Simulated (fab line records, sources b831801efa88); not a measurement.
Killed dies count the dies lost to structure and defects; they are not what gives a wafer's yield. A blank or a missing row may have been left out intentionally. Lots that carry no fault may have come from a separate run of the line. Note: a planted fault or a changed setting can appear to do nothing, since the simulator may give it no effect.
fab line records / flow sky130
[record] lots = 11 wafers = 33 last_day = 49
route steps=708 shown DNWELL@43 PWDE@49 NWELL@79
lots untouched by any fault: they come from a run of this same line in which no faults occurred
start_h: start of the lot's first displayed wafer, in hours after the record's first day / wait_h: hours from the lot's prior step to this one / " same as the row above / L1.1+2: a row that stands for several wafers / - no value, or no start was given / * or withheld: withheld / < > ~ a bound
route shown NAME@n: a module of which the file shows steps, and the number in the route of the first / usual: average and standard deviation across the fault-free wafers / same: alike in all rows / chamber/n: place in a boat / sites: the reading at each site / _std_site: how widely they spread, as a standard deviation / _edge_site: the outer-site mean with the inner-site mean subtracted / radius_mm: how far each site lies from the wafer's centre / mask NAME#n: copy n / behind: the last tool/chamber to shape the wafer / hold: why the lot was held/for how many hours/how that ended / device: the transistor (n, p or np) that didn't switch / end of line: the same wafers' tests at the end of the route / where a step has no rows: the recipe by itself / killed: at the first sort, the dies lost to defects and structure; wafer yield is something else / map: the dies of a wafer, with x for killed, . for not killed, _ for no die there
set.NAME: setting as actually run; set.NAME@STEP: the setting as run at that earlier step / model.NAME: the simulator's own value behind a step, which no gauge read
one table for each step of the route and one row for each wafer, over a sample of lots
services: when a tool's chamber went out of use (start_h, in hours from the record's first day, below 0 if earlier), for how many hours, and the reason
[[steps]]
[step SKY_DNWELL_STRIP_08]
[recipe] chemistry = O2/N2 power_w = 1400 pressure_mtorr = 1500 platen_temp_c = withheld o2_flow_sccm = 3000 n2_flow_sccm = 300 overash_fraction = 0.5
[usual] drypump_motor_current_A = 5.7/0.34 oes_product_au = 0.723/0.0042 strip_time_to_endpoint_s = 36.92/0.11
lot.wafer=L690.1 tool=plasma_asher-02 chamber=0 start_h=54.24 wait_h=0.1 drypump_motor_current_A=6.2 oes_product_au=0.728 rf_hours_counter_h=33 strip_time_to_endpoint_s=37.08
lot.wafer=L690.4 tool=plasma_asher-02 chamber=1 start_h=54.24 wait_h=0.1 drypump_motor_current_A=5.4 oes_product_au=0.725 rf_hours_counter_h=- strip_time_to_endpoint_s=37.02
lot.wafer=L690.5 tool=plasma_asher-02 chamber=1 start_h=54.24 wait_h=0.1 drypump_motor_current_A=5.4 oes_product_au=0.725 rf_hours_counter_h=- strip_time_to_endpoint_s=37.01
lot.wafer=L692.2 tool=plasma_asher-02 chamber=1 start_h=66.76 wait_h=0.1 drypump_motor_current_A=5.4 oes_product_au=0.723 rf_hours_counter_h=34 strip_time_to_endpoint_s=37.07
lot.wafer=L692.3 tool=plasma_asher-02 chamber=0 start_h=66.76 wait_h=0.1 drypump_motor_current_A=6.2 oes_product_au=0.723 rf_hours_counter_h=- strip_time_to_endpoint_s=36.99
lot.wafer=L692.4 tool=plasma_asher-02 chamber=1 start_h=66.76 wait_h=0.1 drypump_motor_current_A=5.4 oes_product_au=0.723 rf_hours_counter_h=- strip_time_to_endpoint_s=37.00
lot.wafer=L695.4 tool=plasma_asher-02 chamber=0 start_h=81.75 wait_h=0.1 drypump_motor_current_A=6.3 oes_product_au=0.726 rf_hours_counter_h=- strip_time_to_endpoint_s=37.02
lot.wafer=L695.5 tool=plasma_asher-02 chamber=1 start_h=81.75 wait_h=0.1 drypump_motor_current_A=5.4 oes_product_au=0.734 rf_hours_counter_h=- strip_time_to_endpoint_s=36.96
lot.wafer=L695.6 tool=plasma_asher-02 chamber=0 start_h=81.75 wait_h=0.1 drypump_motor_current_A=6.3 oes_product_au=0.723 rf_hours_counter_h=- strip_time_to_endpoint_s=36.92
lot.wafer=L696.1 tool=plasma_asher-01 chamber=0 start_h=86.76 wait_h=0.1 drypump_motor_current_A=5.6 oes_product_au=0.724 rf_hours_counter_h=41 strip_time_to_endpoint_s=36.80
lot.wafer=L696.2 tool=plasma_asher-01 chamber=1 start_h=86.76 wait_h=0.1 drypump_motor_current_A=6.0 oes_product_au=0.726 rf_hours_counter_h=41 strip_time_to_endpoint_s=36.85
lot.wafer=L696.3 tool=plasma_asher-01 chamber=0 start_h=86.76 wait_h=0.1 drypump_motor_current_A=5.5 oes_product_au=0.729 rf_hours_counter_h=- strip_time_to_endpoint_s=36.74
lot.wafer=L705.2 tool=plasma_asher-01 chamber=1 start_h=132.82 wait_h=0.1 drypump_motor_current_A=6.0 oes_product_au=0.730 rf_hours_counter_h=46 strip_time_to_endpoint_s=37.09
lot.wafer=L705.5 tool=plasma_asher-01 chamber=1 start_h=132.82 wait_h=0.1 drypump_motor_current_A=6.0 oes_product_au=0.722 rf_hours_counter_h=- strip_time_to_endpoint_s=36.77
lot.wafer=L705.6 tool=plasma_asher-01 chamber=0 start_h=132.82 wait_h=0.1 drypump_motor_current_A=5.5 oes_product_au=0.722 rf_hours_counter_h=- strip_time_to_endpoint_s=36.99
lot.wafer=L707.2 tool=plasma_asher-01 chamber=1 start_h=141.81 wait_h=0.1 drypump_motor_current_A=6.0 oes_product_au=0.732 rf_hours_counter_h=47 strip_time_to_endpoint_s=36.96
lot.wafer=L707.3 tool=plasma_asher-01 chamber=0 start_h=141.81 wait_h=0.1 drypump_motor_current_A=5.6 oes_product_au=0.721 rf_hours_counter_h=- strip_time_to_endpoint_s=36.92
lot.wafer=L707.4 tool=plasma_asher-01 chamber=1 start_h=141.81 wait_h=0.1 drypump_motor_current_A=6.0 oes_product_au=0.726 rf_hours_counter_h=- strip_time_to_endpoint_s=36.94
lot.wafer=L708.1 tool=plasma_asher-04 chamber=1 start_h=147.92 wait_h=0.1 drypump_motor_current_A=5.8 oes_product_au=0.728 rf_hours_counter_h=36 strip_time_to_endpoint_s=36.87
lot.wafer=L708.2 tool=plasma_asher-04 chamber=0 start_h=147.92 wait_h=0.1 drypump_motor_current_A=5.3 oes_product_au=0.727 rf_hours_counter_h=36 strip_time_to_endpoint_s=36.81
lot.wafer=L708.4 tool=plasma_asher-04 chamber=0 start_h=147.92 wait_h=0.1 drypump_motor_current_A=5.3 oes_product_au=0.722 rf_hours_counter_h=- strip_time_to_endpoint_s=36.87
lot.wafer=L709.1 tool=plasma_asher-01 chamber=0 start_h=153.77 wait_h=0.1 drypump_motor_current_A=5.6 oes_product_au=0.724 rf_hours_counter_h=48 strip_time_to_endpoint_s=36.76
lot.wafer=L709.5 tool=plasma_asher-01 chamber=1 start_h=153.77 wait_h=0.1 drypump_motor_current_A=6.0 oes_product_au=0.726 rf_hours_counter_h=- strip_time_to_endpoint_s=36.70
lot.wafer=L709.6 tool=plasma_asher-01 chamber=0 start_h=153.77 wait_h=0.1 drypump_motor_current_A=5.6 oes_product_au=0.732 rf_hours_counter_h=- strip_time_to_endpoint_s=36.78
lot.wafer=L710.1 tool=plasma_asher-02 chamber=0 start_h=160.56 wait_h=0.1 drypump_motor_current_A=6.2 oes_product_au=0.724 rf_hours_counter_h=44 strip_time_to_endpoint_s=36.88
lot.wafer=L710.3 tool=plasma_asher-02 chamber=1 start_h=160.56 wait_h=0.1 drypump_motor_current_A=5.3 oes_product_au=0.723 rf_hours_counter_h=- strip_time_to_endpoint_s=36.87
lot.wafer=L710.5 tool=plasma_asher-02 chamber=1 start_h=160.56 wait_h=0.1 drypump_motor_current_A=5.4 oes_product_au=0.724 rf_hours_counter_h=- strip_time_to_endpoint_s=36.93
lot.wafer=L711.1 tool=plasma_asher-04 chamber=0 start_h=164.74 wait_h=0.1 drypump_motor_current_A=5.3 oes_product_au=0.722 rf_hours_counter_h=38 strip_time_to_endpoint_s=37.05
lot.wafer=L711.4 tool=plasma_asher-04 chamber=0 start_h=164.74 wait_h=0.1 drypump_motor_current_A=5.3 oes_product_au=0.726 rf_hours_counter_h=- strip_time_to_endpoint_s=36.97
lot.wafer=L711.5 tool=plasma_asher-04 chamber=0 start_h=164.74 wait_h=0.1 drypump_motor_current_A=5.3 oes_product_au=0.718 rf_hours_counter_h=- strip_time_to_endpoint_s=36.98
lot.wafer=L712.2 tool=plasma_asher-02 chamber=1 start_h=167.94 wait_h=0.1 drypump_motor_current_A=5.4 oes_product_au=0.718 rf_hours_counter_h=44 strip_time_to_endpoint_s=36.80
lot.wafer=L712.3 tool=plasma_asher-02 chamber=0 start_h=167.94 wait_h=0.1 drypump_motor_current_A=6.3 oes_product_au=0.720 rf_hours_counter_h=- strip_time_to_endpoint_s=36.91
lot.wafer=L712.6 tool=plasma_asher-02 chamber=1 start_h=167.94 wait_h=0.1 drypump_motor_current_A=5.4 oes_product_au=0.722 rf_hours_counter_h=- strip_time_to_endpoint_s=36.81
[step SKY_PWDE_EXPOSE_04]
[recipe] mask_id = PWDEM na = 0.6 source_shape = conventional sigma_outer = 0.6 polarization = unpolarized target_cd_nm = 840 dose_mj = 214
[usual] focus_offset_nm = 0.1/0.58
lot.wafer=L690.1 tool=iline_stepper-02 chamber=0 start_h=62.25 wait_h=- mask=PWDEM#0 focus_offset_nm=-0.9
lot.wafer=L690.4 tool=iline_stepper-02 chamber=0 start_h=62.25 wait_h=- mask=PWDEM#0 focus_offset_nm=-0.2
lot.wafer=L690.5 tool=iline_stepper-02 chamber=0 start_h=62.25 wait_h=- mask=PWDEM#0 focus_offset_nm=-0.4
lot.wafer=L692.2 tool=iline_stepper-02 chamber=0 start_h=74.74 wait_h=- mask=PWDEM#0 focus_offset_nm=-0.1
lot.wafer=L692.3 tool=iline_stepper-02 chamber=0 start_h=74.74 wait_h=- mask=PWDEM#0 focus_offset_nm=-0.4
lot.wafer=L692.4 tool=iline_stepper-02 chamber=0 start_h=74.74 wait_h=- mask=PWDEM#0 focus_offset_nm=-0.4
lot.wafer=L695.4 tool=iline_stepper-01 chamber=0 start_h=90.01 wait_h=- mask=DNM#0 focus_offset_nm=-0.6
lot.wafer=L695.5 tool=iline_stepper-01 chamber=0 start_h=90.01 wait_h=- mask=DNM#0 focus_offset_nm=-0.7
lot.wafer=L695.6 tool=iline_stepper-01 chamber=0 start_h=90.01 wait_h=- mask=DNM#0 focus_offset_nm=-0.6
lot.wafer=L696.1 tool=iline_stepper-02 chamber=0 start_h=95.59 wait_h=- mask=PWDEM#0 focus_offset_nm=0.8
lot.wafer=L696.2 tool=iline_stepper-02 chamber=0 start_h=95.59 wait_h=- mask=PWDEM#0 focus_offset_nm=1.2
lot.wafer=L696.3 tool=iline_stepper-02 chamber=0 start_h=95.59 wait_h=- mask=PWDEM#0 focus_offset_nm=0.7
lot.wafer=L705.2 tool=iline_stepper-01 chamber=0 start_h=142.32 wait_h=- mask=PWDEM#0 focus_offset_nm=0.5
lot.wafer=L705.5 tool=iline_stepper-01 chamber=0 start_h=142.32 wait_h=- mask=PWDEM#0 focus_offset_nm=1.3
lot.wafer=L705.6 tool=iline_stepper-01 chamber=0 start_h=142.32 wait_h=- mask=PWDEM#0 focus_offset_nm=1.1
lot.wafer=L707.2 tool=iline_stepper-01 chamber=0 start_h=152.17 wait_h=- mask=PWDEM#0 focus_offset_nm=0.0
lot.wafer=L707.3 tool=iline_stepper-01 chamber=0 start_h=152.17 wait_h=- mask=PWDEM#0 focus_offset_nm=-0.3
lot.wafer=L707.4 tool=iline_stepper-01 chamber=0 start_h=152.17 wait_h=- mask=PWDEM#0 focus_offset_nm=-0.2
lot.wafer=L708.1 tool=iline_stepper-01 chamber=0 start_h=158.18 wait_h=- mask=PWDEM#0 focus_offset_nm=0.7
lot.wafer=L708.2 tool=iline_stepper-01 chamber=0 start_h=158.18 wait_h=- mask=PWDEM#0 focus_offset_nm=0.1
lot.wafer=L708.4 tool=iline_stepper-01 chamber=0 start_h=158.18 wait_h=- mask=PWDEM#0 focus_offset_nm=1.0
lot.wafer=L709.1 tool=iline_stepper-02 chamber=0 start_h=163.68 wait_h=- mask=PWDEM#0 focus_offset_nm=0.6
lot.wafer=L709.5 tool=iline_stepper-02 chamber=0 start_h=163.68 wait_h=- mask=PWDEM#0 focus_offset_nm=-0.8
lot.wafer=L709.6 tool=iline_stepper-02 chamber=0 start_h=163.68 wait_h=- mask=PWDEM#0 focus_offset_nm=0.2
lot.wafer=L710.1 tool=iline_stepper-01 chamber=0 start_h=170.70 wait_h=- mask=PWDEM#0 focus_offset_nm=-0.2
lot.wafer=L710.3 tool=iline_stepper-01 chamber=0 start_h=170.70 wait_h=- mask=PWDEM#0 focus_offset_nm=0.5
lot.wafer=L710.5 tool=iline_stepper-01 chamber=0 start_h=170.70 wait_h=- mask=PWDEM#0 focus_offset_nm=0.6
lot.wafer=L711.1 tool=iline_stepper-01 chamber=0 start_h=174.78 wait_h=- mask=PWDEM#0 focus_offset_nm=0.2
lot.wafer=L711.4 tool=iline_stepper-01 chamber=0 start_h=174.78 wait_h=- mask=PWDEM#0 focus_offset_nm=-0.4
lot.wafer=L711.5 tool=iline_stepper-01 chamber=0 start_h=174.78 wait_h=- mask=PWDEM#0 focus_offset_nm=0.3
lot.wafer=L712.2 tool=iline_stepper-01 chamber=0 start_h=178.90 wait_h=- mask=PWDEM#0 focus_offset_nm=-0.1
lot.wafer=L712.3 tool=iline_stepper-01 chamber=0 start_h=178.90 wait_h=- mask=PWDEM#0 focus_offset_nm=0.7
lot.wafer=L712.6 tool=iline_stepper-01 chamber=0 start_h=178.90 wait_h=- mask=PWDEM#0 focus_offset_nm=0.0
[step SKY_PWDE_OVL_MEAS_07]
[usual] PWDE_OVL = 0.4/1.6
lot.wafer=L690.1 tool=overlay-01 chamber=- start_h=69.56 wait_h=- PWDE_OVL[nm]=1.0
lot.wafer=L690.4 tool=overlay-01 chamber=- start_h=69.56 wait_h=- PWDE_OVL[nm]=-0.8
lot.wafer=L690.5 tool=overlay-01 chamber=- start_h=69.56 wait_h=- PWDE_OVL[nm]=0.2
lot.wafer=L692.2 tool=overlay-02 chamber=- start_h=83.18 wait_h=- PWDE_OVL[nm]=-0.8
lot.wafer=L692.3 tool=overlay-02 chamber=- start_h=83.18 wait_h=- PWDE_OVL[nm]=-1.2
lot.wafer=L692.4 tool=overlay-02 chamber=- start_h=83.18 wait_h=- PWDE_OVL[nm]=-2.1
lot.wafer=L695.4 tool=overlay-02 chamber=- start_h=99.18 wait_h=- PWDE_OVL[nm]=-
lot.wafer=L695.5 tool=overlay-02 chamber=- start_h=99.18 wait_h=- PWDE_OVL[nm]=-
lot.wafer=L695.6 tool=overlay-02 chamber=- start_h=99.18 wait_h=- PWDE_OVL[nm]=-
lot.wafer=L696.1 tool=overlay-02 chamber=- start_h=104.07 wait_h=- PWDE_OVL[nm]=2.0
lot.wafer=L696.2 tool=overlay-02 chamber=- start_h=104.07 wait_h=- PWDE_OVL[nm]=2.4
lot.wafer=L696.3 tool=overlay-02 chamber=- start_h=104.07 wait_h=- PWDE_OVL[nm]=3.0
lot.wafer=L705.2 tool=overlay-02 chamber=- start_h=152.38 wait_h=- PWDE_OVL[nm]=1.9
lot.wafer=L705.5 tool=overlay-02 chamber=- start_h=152.38 wait_h=- PWDE_OVL[nm]=1.7
lot.wafer=L705.6 tool=overlay-02 chamber=- start_h=152.38 wait_h=- PWDE_OVL[nm]=2.1
lot.wafer=L707.2 tool=overlay-02 chamber=- start_h=160.93 wait_h=- PWDE_OVL[nm]=1.3
lot.wafer=L707.3 tool=overlay-02 chamber=- start_h=160.93 wait_h=- PWDE_OVL[nm]=0.3
lot.wafer=L707.4 tool=overlay-02 chamber=- start_h=160.93 wait_h=- PWDE_OVL[nm]=0.7
lot.wafer=L708.1 tool=overlay-02 chamber=- start_h=167.91 wait_h=- PWDE_OVL[nm]=1.7
lot.wafer=L708.2 tool=overlay-02 chamber=- start_h=167.91 wait_h=- PWDE_OVL[nm]=1.1
lot.wafer=L708.4 tool=overlay-02 chamber=- start_h=167.91 wait_h=- PWDE_OVL[nm]=1.8
lot.wafer=L709.1 tool=overlay-01 chamber=- start_h=173.46 wait_h=- PWDE_OVL[nm]=1.6
lot.wafer=L709.5 tool=overlay-01 chamber=- start_h=173.46 wait_h=- PWDE_OVL[nm]=2.1
lot.wafer=L709.6 tool=overlay-01 chamber=- start_h=173.46 wait_h=- PWDE_OVL[nm]=1.7
lot.wafer=L710.1 tool=overlay-01 chamber=- start_h=181.22 wait_h=- PWDE_OVL[nm]=0.6
lot.wafer=L710.3 tool=overlay-01 chamber=- start_h=181.22 wait_h=- PWDE_OVL[nm]=-0.5
lot.wafer=L710.5 tool=overlay-01 chamber=- start_h=181.22 wait_h=- PWDE_OVL[nm]=-0.4
lot.wafer=L711.1 tool=overlay-01 chamber=- start_h=184.71 wait_h=- PWDE_OVL[nm]=0.0
lot.wafer=L711.4 tool=overlay-01 chamber=- start_h=184.71 wait_h=- PWDE_OVL[nm]=1.3
lot.wafer=L711.5 tool=overlay-01 chamber=- start_h=184.71 wait_h=- PWDE_OVL[nm]=-0.6
lot.wafer=L712.2 tool=overlay-01 chamber=- start_h=189.48 wait_h=- PWDE_OVL[nm]=0.7
lot.wafer=L712.3 tool=overlay-01 chamber=- start_h=189.48 wait_h=- PWDE_OVL[nm]=-1.2
lot.wafer=L712.6 tool=overlay-01 chamber=- start_h=189.48 wait_h=- PWDE_OVL[nm]=0.1
[step SKY_PWDE_TW_MEAS_10]
[usual] PWDE_TW = 375.3/2.2
lot.wafer=L690.1 tool=film_metro-03 chamber=- start_h=69.85 wait_h=0.1 hold=- PWDE_TW=373.8
lot.wafer=L690.4 tool=film_metro-03 chamber=- start_h=69.85 wait_h=0.1 hold=- PWDE_TW=377.2
lot.wafer=L690.5 tool=film_metro-03 chamber=- start_h=69.85 wait_h=0.1 hold=- PWDE_TW=373.5
lot.wafer=L692.2 tool=film_metro-03 chamber=- start_h=83.47 wait_h=0.1 hold=- PWDE_TW=371.5
lot.wafer=L692.3 tool=film_metro-03 chamber=- start_h=83.47 wait_h=0.1 hold=- PWDE_TW=373.9
lot.wafer=L692.4 tool=film_metro-03 chamber=- start_h=83.47 wait_h=0.1 hold=- PWDE_TW=370.2
lot.wafer=L695.4 tool=film_metro-02 chamber=- start_h=99.48 wait_h=0.1 hold=await_dispo/0.2h/release PWDE_TW=30.2
lot.wafer=L695.5 tool=film_metro-02 chamber=- start_h=99.48 wait_h=0.1 hold=await_dispo/0.2h/release PWDE_TW=30.2
lot.wafer=L695.6 tool=film_metro-02 chamber=- start_h=99.48 wait_h=0.1 hold=await_dispo/0.2h/release PWDE_TW=30.2
lot.wafer=L695.4 tool=film_metro-02 chamber=- start_h=99.71 wait_h=0.2 hold=- PWDE_TW=30.0
lot.wafer=L695.5 tool=film_metro-02 chamber=- start_h=99.71 wait_h=0.2 hold=- PWDE_TW=30.2
lot.wafer=L695.6 tool=film_metro-02 chamber=- start_h=99.71 wait_h=0.2 hold=- PWDE_TW=30.4
lot.wafer=L696.1 tool=film_metro-02 chamber=- start_h=104.36 wait_h=0.1 hold=- PWDE_TW=374.7
lot.wafer=L696.2 tool=film_metro-02 chamber=- start_h=104.36 wait_h=0.1 hold=- PWDE_TW=376.4
lot.wafer=L696.3 tool=film_metro-02 chamber=- start_h=104.36 wait_h=0.1 hold=- PWDE_TW=374.5
lot.wafer=L705.2 tool=film_metro-03 chamber=- start_h=152.67 wait_h=0.1 hold=- PWDE_TW=376.2
lot.wafer=L705.5 tool=film_metro-03 chamber=- start_h=152.67 wait_h=0.1 hold=- PWDE_TW=376.4
lot.wafer=L705.6 tool=film_metro-03 chamber=- start_h=152.67 wait_h=0.1 hold=- PWDE_TW=375.8
lot.wafer=L707.2 tool=film_metro-03 chamber=- start_h=161.22 wait_h=0.1 hold=- PWDE_TW=379.3
lot.wafer=L707.3 tool=film_metro-03 chamber=- start_h=161.22 wait_h=0.1 hold=- PWDE_TW=376.4
lot.wafer=L707.4 tool=film_metro-03 chamber=- start_h=161.22 wait_h=0.1 hold=- PWDE_TW=375.8
lot.wafer=L708.1 tool=film_metro-02 chamber=- start_h=168.20 wait_h=0.1 hold=- PWDE_TW=379.0
lot.wafer=L708.2 tool=film_metro-02 chamber=- start_h=168.20 wait_h=0.1 hold=- PWDE_TW=379.5
lot.wafer=L708.4 tool=film_metro-02 chamber=- start_h=168.20 wait_h=0.1 hold=- PWDE_TW=376.1
lot.wafer=L709.1 tool=film_metro-04 chamber=- start_h=173.75 wait_h=0.1 hold=- PWDE_TW=375.9
lot.wafer=L709.5 tool=film_metro-04 chamber=- start_h=173.75 wait_h=0.1 hold=- PWDE_TW=374.6
lot.wafer=L709.6 tool=film_metro-04 chamber=- start_h=173.75 wait_h=0.1 hold=- PWDE_TW=375.1
lot.wafer=L710.1 tool=film_metro-02 chamber=- start_h=181.51 wait_h=0.1 hold=- PWDE_TW=378.5
lot.wafer=L710.3 tool=film_metro-02 chamber=- start_h=181.51 wait_h=0.1 hold=- PWDE_TW=378.8
lot.wafer=L710.5 tool=film_metro-02 chamber=- start_h=181.51 wait_h=0.1 hold=- PWDE_TW=377.6
lot.wafer=L711.1 tool=film_metro-03 chamber=- start_h=185.00 wait_h=0.1 hold=- PWDE_TW=373.6
lot.wafer=L711.4 tool=film_metro-03 chamber=- start_h=185.00 wait_h=0.1 hold=- PWDE_TW=374.8
lot.wafer=L711.5 tool=film_metro-03 chamber=- start_h=185.00 wait_h=0.1 hold=- PWDE_TW=373.4
lot.wafer=L712.2 tool=film_metro-03 chamber=- start_h=189.77 wait_h=0.1 hold=- PWDE_TW=374.0
lot.wafer=L712.3 tool=film_metro-03 chamber=- start_h=189.77 wait_h=0.1 hold=- PWDE_TW=374.0
lot.wafer=L712.6 tool=film_metro-03 chamber=- start_h=189.77 wait_h=0.1 hold=- PWDE_TW=373.3
[step SKY_NWELL_TW_MEAS_26]
[usual] NWELL_2_TW = 499.4/2.6
lot.wafer=L690.1 tool=film_metro-03 chamber=- start_h=104.01 wait_h=0.1 NWELL_2_TW=496.2
lot.wafer=L690.4 tool=film_metro-03 chamber=- start_h=104.01 wait_h=0.1 NWELL_2_TW=493.8
lot.wafer=L690.5 tool=film_metro-03 chamber=- start_h=104.01 wait_h=0.1 NWELL_2_TW=499.3
lot.wafer=L692.2 tool=film_metro-02 chamber=- start_h=118.57 wait_h=0.1 NWELL_2_TW=498.4
lot.wafer=L692.3 tool=film_metro-02 chamber=- start_h=118.57 wait_h=0.1 NWELL_2_TW=498.8
lot.wafer=L692.4 tool=film_metro-02 chamber=- start_h=118.57 wait_h=0.1 NWELL_2_TW=500.5
lot.wafer=L696.1 tool=film_metro-04 chamber=- start_h=141.81 wait_h=0.1 NWELL_2_TW=497.3
lot.wafer=L696.2 tool=film_metro-04 chamber=- start_h=141.81 wait_h=0.1 NWELL_2_TW=497.2
lot.wafer=L696.3 tool=film_metro-04 chamber=- start_h=141.81 wait_h=0.1 NWELL_2_TW=494.5
lot.wafer=L705.2 tool=film_metro-02 chamber=- start_h=193.38 wait_h=0.1 NWELL_2_TW=502.5
lot.wafer=L705.5 tool=film_metro-02 chamber=- start_h=193.38 wait_h=0.1 NWELL_2_TW=500.2
lot.wafer=L705.6 tool=film_metro-02 chamber=- start_h=193.38 wait_h=0.1 NWELL_2_TW=500.3
lot.wafer=L707.2 tool=film_metro-04 chamber=- start_h=203.76 wait_h=0.1 NWELL_2_TW=500.2
lot.wafer=L707.3 tool=film_metro-04 chamber=- start_h=203.76 wait_h=0.1 NWELL_2_TW=498.2
lot.wafer=L707.4 tool=film_metro-04 chamber=- start_h=203.76 wait_h=0.1 NWELL_2_TW=497.7
lot.wafer=L708.1 tool=film_metro-02 chamber=- start_h=211.01 wait_h=0.1 NWELL_2_TW=500.9
lot.wafer=L708.2 tool=film_metro-02 chamber=- start_h=211.01 wait_h=0.1 NWELL_2_TW=499.2
lot.wafer=L708.4 tool=film_metro-02 chamber=- start_h=211.01 wait_h=0.1 NWELL_2_TW=499.4
lot.wafer=L709.1 tool=film_metro-04 chamber=- start_h=216.36 wait_h=0.1 NWELL_2_TW=500.1
lot.wafer=L709.5 tool=film_metro-04 chamber=- start_h=216.36 wait_h=0.1 NWELL_2_TW=497.5
lot.wafer=L709.6 tool=film_metro-04 chamber=- start_h=216.36 wait_h=0.1 NWELL_2_TW=500.5
lot.wafer=L710.1 tool=film_metro-04 chamber=- start_h=224.26 wait_h=0.1 NWELL_2_TW=503.1
lot.wafer=L710.3 tool=film_metro-04 chamber=- start_h=224.26 wait_h=0.1 NWELL_2_TW=499.7
lot.wafer=L710.5 tool=film_metro-04 chamber=- start_h=224.26 wait_h=0.1 NWELL_2_TW=499.9
lot.wafer=L711.1 tool=film_metro-02 chamber=- start_h=228.06 wait_h=0.1 NWELL_2_TW=504.5
lot.wafer=L711.4 tool=film_metro-02 chamber=- start_h=228.06 wait_h=0.1 NWELL_2_TW=502.9
lot.wafer=L711.5 tool=film_metro-02 chamber=- start_h=228.06 wait_h=0.1 NWELL_2_TW=501.2
lot.wafer=L712.2 tool=film_metro-03 chamber=- start_h=233.12 wait_h=0.1 NWELL_2_TW=497.9
lot.wafer=L712.3 tool=film_metro-03 chamber=- start_h=233.12 wait_h=0.1 NWELL_2_TW=495.6
lot.wafer=L712.6 tool=film_metro-03 chamber=- start_h=233.12 wait_h=0.1 NWELL_2_TW=496.0
[step SKY_NWELL_RS_MEAS_31]
[recipe] thk_meas_gauge = four-point-probe
[usual] PWDE_RS = 5275/17
lot.wafer=L690.1 tool=film_metro-03 chamber=- start_h=104.46 wait_h=0.1 PWDE_RS[ohm/sq]=5268
lot.wafer=L690.4 tool=film_metro-03 chamber=- start_h=104.46 wait_h=0.1 PWDE_RS[ohm/sq]=5300
lot.wafer=L690.5 tool=film_metro-03 chamber=- start_h=104.46 wait_h=0.1 PWDE_RS[ohm/sq]=5278
lot.wafer=L692.2 tool=film_metro-04 chamber=- start_h=119.03 wait_h=0.1 PWDE_RS[ohm/sq]=5274
lot.wafer=L692.3 tool=film_metro-04 chamber=- start_h=119.03 wait_h=0.1 PWDE_RS[ohm/sq]=5273
lot.wafer=L692.4 tool=film_metro-04 chamber=- start_h=119.03 wait_h=0.1 PWDE_RS[ohm/sq]=5279
lot.wafer=L696.1 tool=film_metro-02 chamber=- start_h=142.26 wait_h=0.1 PWDE_RS[ohm/sq]=5283
lot.wafer=L696.2 tool=film_metro-02 chamber=- start_h=142.26 wait_h=0.1 PWDE_RS[ohm/sq]=5270
lot.wafer=L696.3 tool=film_metro-02 chamber=- start_h=142.26 wait_h=0.1 PWDE_RS[ohm/sq]=5283
lot.wafer=L705.2 tool=film_metro-03 chamber=- start_h=193.84 wait_h=0.1 PWDE_RS[ohm/sq]=5282
lot.wafer=L705.5 tool=film_metro-03 chamber=- start_h=193.84 wait_h=0.1 PWDE_RS[ohm/sq]=5276
lot.wafer=L705.6 tool=film_metro-03 chamber=- start_h=193.84 wait_h=0.1 PWDE_RS[ohm/sq]=5291
lot.wafer=L707.2 tool=film_metro-02 chamber=- start_h=204.28 wait_h=0.1 PWDE_RS[ohm/sq]=5262
lot.wafer=L707.3 tool=film_metro-02 chamber=- start_h=204.28 wait_h=0.1 PWDE_RS[ohm/sq]=5239
lot.wafer=L707.4 tool=film_metro-02 chamber=- start_h=204.28 wait_h=0.1 PWDE_RS[ohm/sq]=5250
lot.wafer=L708.1 tool=film_metro-04 chamber=- start_h=211.46 wait_h=0.1 PWDE_RS[ohm/sq]=5257
lot.wafer=L708.2 tool=film_metro-04 chamber=- start_h=211.46 wait_h=0.1 PWDE_RS[ohm/sq]=5253
lot.wafer=L708.4 tool=film_metro-04 chamber=- start_h=211.46 wait_h=0.1 PWDE_RS[ohm/sq]=5254
lot.wafer=L709.1 tool=film_metro-02 chamber=- start_h=216.81 wait_h=0.1 PWDE_RS[ohm/sq]=5285
lot.wafer=L709.5 tool=film_metro-02 chamber=- start_h=216.81 wait_h=0.1 PWDE_RS[ohm/sq]=5270
lot.wafer=L709.6 tool=film_metro-02 chamber=- start_h=216.81 wait_h=0.1 PWDE_RS[ohm/sq]=5268
lot.wafer=L710.1 tool=film_metro-03 chamber=- start_h=224.71 wait_h=0.1 PWDE_RS[ohm/sq]=5275
lot.wafer=L710.3 tool=film_metro-03 chamber=- start_h=224.71 wait_h=0.1 PWDE_RS[ohm/sq]=5295
lot.wafer=L710.5 tool=film_metro-03 chamber=- start_h=224.71 wait_h=0.1 PWDE_RS[ohm/sq]=5287
lot.wafer=L711.1 tool=film_metro-04 chamber=- start_h=228.51 wait_h=0.1 PWDE_RS[ohm/sq]=5269
lot.wafer=L711.4 tool=film_metro-04 chamber=- start_h=228.51 wait_h=0.1 PWDE_RS[ohm/sq]=5266
lot.wafer=L711.5 tool=film_metro-04 chamber=- start_h=228.51 wait_h=0.1 PWDE_RS[ohm/sq]=5251
lot.wafer=L712.2 tool=film_metro-02 chamber=- start_h=233.58 wait_h=0.1 PWDE_RS[ohm/sq]=5252
lot.wafer=L712.3 tool=film_metro-02 chamber=- start_h=233.58 wait_h=0.1 PWDE_RS[ohm/sq]=5274
lot.wafer=L712.6 tool=film_metro-02 chamber=- start_h=233.58 wait_h=0.1 PWDE_RS[ohm/sq]=5289
[[services]]
tool=iline_stepper-01 chamber=- start_h=51.44 hours=1.0 kind=repair
tool=plasma_asher-02 chamber=- start_h=56.41 hours=4.5 kind=repair
tool=iline_stepper-01 chamber=- start_h=58.94 hours=1.7 kind=pm
tool=iline_stepper-02 chamber=- start_h=118.72 hours=1.7 kind=pm
[[key]]
[first_sign] step = SKY_PWDE_EXPOSE_04 reading = mask direction = changed
[effect] step = SKY_PWDE_OVL_MEAS_07 reading = PWDE_OVL direction = missing
[effect] step = SKY_PWDE_TW_MEAS_10 reading = visit direction = added
[effect] step = SKY_PWDE_TW_MEAS_10 reading = PWDE_TW direction = down sigmas = 99+ usual = 375.3 struck = 30.2
met_at SKY_PWDE_EXPOSE_04
struck_lots L695
scrapped_behind SKY_PWDE_TW_MEAS_10 L695.4,L695.5,L695.6
not_acting_at SKY_DNWELL_STRIP_08,SKY_NWELL_TW_MEAS_26,SKY_NWELL_RS_MEAS_31
[fault] kind = wrong_mask tool = any chamber = - onset_h = 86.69 steps = SKY_PWDE_EXPOSE_04 aux_copy = DNM#0 scope = struck_lots_only
